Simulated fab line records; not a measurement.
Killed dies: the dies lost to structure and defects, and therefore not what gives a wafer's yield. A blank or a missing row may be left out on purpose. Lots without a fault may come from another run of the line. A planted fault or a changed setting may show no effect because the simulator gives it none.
fab line records	flow sky130
record lots=6	wafers=18	lastDay=50
route steps=708 shown METAL1@456 VIA1@458
lots that met no fault: from a run of the same line without faults
startH: the number of hours between the record's first day and the start of the first shown wafer of the lot	waitH: hours since the lot's step before	" unchanged from the row above	L1.1+2: several wafers, shown together as one row	- no value present, or no start provided	* or withheld: withheld	< > ~ a bound
route shown NAME@n: a module of which the file shows steps, and the number in the route of the first	usual: mean/standard deviation of fault-free wafers	same: alike in all rows	chamber/n: place in a boat	sites: per-site readings	_std_site: the standard deviation of these	_edge_site: mean of outer sites minus mean of inner sites	radiusMm: for every site, how far away it sits from the centre of the wafer	mask NAME#n: copy n	behind: the last tool/chamber to shape the wafer	hold: what put the lot on hold/how long, in hours/how the hold closed	device: whichever transistor did not switch (one of n, p or np)	end of line: at the end of the route, the tests of the same wafers	a step with no rows: only its recipe	killed: dies lost to structure and defects at the first sort, not the wafer's yield	map: a wafer's dies, marking killed ones x, the rest . and places with no die _
set.NAME: the setting as run; set.NAME@STEP: as run at that earlier step	model.NAME: the simulator's own value behind a step, which no gauge read
lots seen at some steps along the route; tables by step, rows by wafer
services: the hour from which a tool's chamber was out of use, counted from the record's first day as startH (under 0 if before that day), plus the number of hours and why
## steps
# step SKY_METAL1_CLEAN_22
# recipe chemistry=IPA	timeS=180	tempC=25
# step SKY_METAL1_CLEAN_23
# recipe chemistry=O3/DIW	dry=n2Spin
# step SKY_VIA1_HDPCVD_00
# recipe material=SiO2	targetThkNm=1030	sigmaOpenFrac=0.3	timeS=171.7	tempC=400	sih4FlowSccm=60	pressureMtorr=6
# step SKY_VIA1_THK_MEAS_01
# recipe reads=SiO2_of_VIA1_HDPCVD_00
# usual VIA1_HDPCVD_THK=1029/11
lot.wafer	tool	chamber	startH	waitH	VIA1_HDPCVD_THK[nm]
L121.2	filmMetro-02	-	778.80	0.1	1045
L121.3	"	-	"	"	1043
L121.5	"	-	"	"	1030
L122.1	filmMetro-02	-	781.45	0.1	1022
L122.3	"	-	"	"	1020
L122.6	"	-	"	"	1009
L130.3	filmMetro-01	-	841.43	0.1	1009
L130.5	"	-	"	"	1020
L130.6	"	-	"	"	1003
L131.3	filmMetro-02	-	850.31	0.1	1023
L131.5	"	-	"	"	1018
L131.6	"	-	"	"	1027
L142.2	filmMetro-03	-	925.79	0.1	1033
L142.3	"	-	"	"	1027
L142.4	"	-	"	"	1062
L144.1	filmMetro-03	-	938.49	0.1	1026
L144.2	"	-	"	"	1051
L144.4	"	-	"	"	1038
# step SKY_VIA1_CMP_02
# recipe material=SiO2	downForcePsi=4	platenRpm=60	padVelocityMS=0.94248
# usual motorCurrentA=11.6/1.2	platenRpm=60.00/0.04
lot.wafer	tool	chamber	startH	waitH	motorCurrentA	platenRpm
L121.2	cmp-02	1	778.85	0.0	11.2	59.92
L121.3	"	3	"	"	11.5	59.97
L121.5	"	2	"	"	12.6	60.01
L122.1	cmp-01	1	781.56	0.1	12.4	59.97
L122.3	"	2	"	"	12.7	59.98
L122.6	"	0	"	"	9.9	59.99
L130.3	cmp-02	3	841.47	0.0	10.9	60.02
L130.5	"	3	"	"	10.6	60.05
L130.6	"	0	"	"	10.1	59.99
L131.3	cmp-02	1	850.50	0.2	11.0	60.02
L131.6	"	2	"	"	12.8	60.00
L131.5	"	3	"	"	11.0	59.99
L142.2	cmp-01	1	925.89	0.1	11.9	59.94
L142.4	"	2	"	"	12.4	59.98
L142.3	"	3	"	"	13.1	60.01
L144.2	cmp-01	3	938.60	0.1	13.5	60.03
L144.1	"	0	"	"	9.5	60.10
L144.4	"	1	"	"	13.2	59.97
# step SKY_VIA1_BOW_MEAS_03
# recipe mode=bow
# usual VIA1_BOW=78/6.9
lot.wafer	tool	chamber	startH	waitH	VIA1_BOW[um]
L121.2	filmMetro-03	-	779.17	0.3	79
L121.3	"	-	"	"	80
L121.5	"	-	"	"	91
L122.1	filmMetro-01	-	781.81	0.2	87
L122.3	"	-	"	"	78
L122.6	"	-	"	"	84
L130.3	filmMetro-03	-	841.81	0.3	83
L130.5	"	-	"	"	75
L130.6	"	-	"	"	86
L131.3	filmMetro-02	-	850.69	0.1	80
L131.5	"	-	"	"	76
L131.6	"	-	"	"	81
L142.2	filmMetro-01	-	926.16	0.2	81
L142.3	"	-	"	"	84
L142.4	"	-	"	"	94
L144.1	filmMetro-01	-	938.85	0.1	86
L144.2	"	-	"	"	88
L144.4	"	-	"	"	73
# step SKY_VIA1_DEHYDRATE_04
# recipe tempC=200	timeS=60
# step SKY_VIA1_HMDS_05
# recipe primeTimeS=60	primeTempC=120
# step SKY_VIA1_COAT_06
# recipe resist=BARC	tempC=withheld	timeS=withheld	spinRpm=3000	resistThkNm=60
# step SKY_VIA1_COAT_07
# recipe resist=KrF-thick	spinRpm=3000	resistThkNm=450
# step SKY_VIA1_SOFTBAKE_08
# recipe tempC=100	timeS=90	resist=KrF-thick
# step SKY_VIA1_EXPOSE_09
# recipe maskId=VIM	na=0.8	sourceShape=annular	sigmaInner=0.55	sigmaOuter=0.85	targetCdNm=150	doseMj=38
# step SKY_VIA1_PEB_10
# recipe pebTempC=withheld	pebTimeS=withheld	resist=KrF-thick
# usual chillPlateTempC=*	exhaustPa=45.1/0.86
lot.wafer	tool	chamber	startH	waitH	chillPlateTempC	exhaustPa
L121.2	lithoTrack-02	0	805	-	*	45.5
L121.3	"	0	"	"	*	44.3
L121.5	"	0	"	"	*	45.2
L122.1	lithoTrack-03	0	806	-	*	45.7
L122.3	"	0	807	-	*	44.1
L122.6	"	0	"	"	*	44.7
L130.3	lithoTrack-02	-	867	-	-	-
L130.5	"	-	"	"	-	-
L130.6	"	-	"	"	-	-
L131.3	lithoTrack-03	-	877	-	-	-
L131.5	"	-	"	"	-	-
L131.6	"	-	"	"	-	-
L142.2	lithoTrack-02	0	950	-	*	45.1
L142.3	"	0	"	"	*	46.0
L142.4	"	0	"	"	*	45.7
L144.1	lithoTrack-03	0	963	-	*	44.0
L144.2	"	0	"	"	*	44.9
L144.4	"	0	"	"	*	45.2
# step SKY_VIA1_DEVELOP_11
# recipe developTimeS=60	resist=KrF-thick	devTempC=21
## services
tool	chamber	startH	hours	kind
cmp-02	-	756.33	7.5	pm
cmp-02	-	775.60	3.1	repair
cmp-01	-	793.64	3.1	repair
cmp-01	-	813.94	20.4	pm
cmp-02	-	846.09	0.5	repair
cmp-01	-	852.52	1.3	repair
cmp-01	-	861.66	0.2	repair
cmp-02	-	871.81	4.7	pm
cmp-01	-	873.86	0.3	repair
cmp-02	-	880.40	4.4	repair
cmp-01	-	913.57	4.0	pm
cmp-01	-	917.57	-	consumableReplace:conditioner
cmp-01	-	917.57	-	consumableReplace:pad
cmp-02	-	923.44	11.8	repair
## key
firstSign step=SKY_VIA1_PEB_10	reading=toolRecord	direction=missing
effect none on later readings
metAt SKY_VIA1_PEB_10
struckWafers L130.3,L130.5,L130.6,L131.3,L131.5,L131.6
laterRowsLeftOut L130.3,L130.5,L130.6,L131.3,L131.5,L131.6
sortLeftOut L130.3,L130.5,L130.6,L131.3,L131.5,L131.6
testerLeftOut L131
onsetBetween 806 867
earlierFault kind=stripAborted	tool=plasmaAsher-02	chamber=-	onsetH=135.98	steps=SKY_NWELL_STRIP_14	offset=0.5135	endH=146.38
fault kind=skippedStepWhole	tool=lithoTrack-02,lithoTrack-03	chamber=-	onsetH=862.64	steps=SKY_VIA1_PEB_10	scope=struckLotsOnly
# testerLeftOut: of these lots the tester's yield and bins aren't shown, on N5 and GAA mostly nor the transistor test; their killed dies are dies lost to structure and defects alone, not to doping, threshold or leakage, so they don't give the yield
# sortLeftOut: the simulated sort isn't trusted on such a fault, so these wafers' sort isn't shown, and their yield isn't known
# laterRowsLeftOut: the simulator's readings of these wafers behind a module that went badly wrong aren't trusted and aren't shown, but for the sort
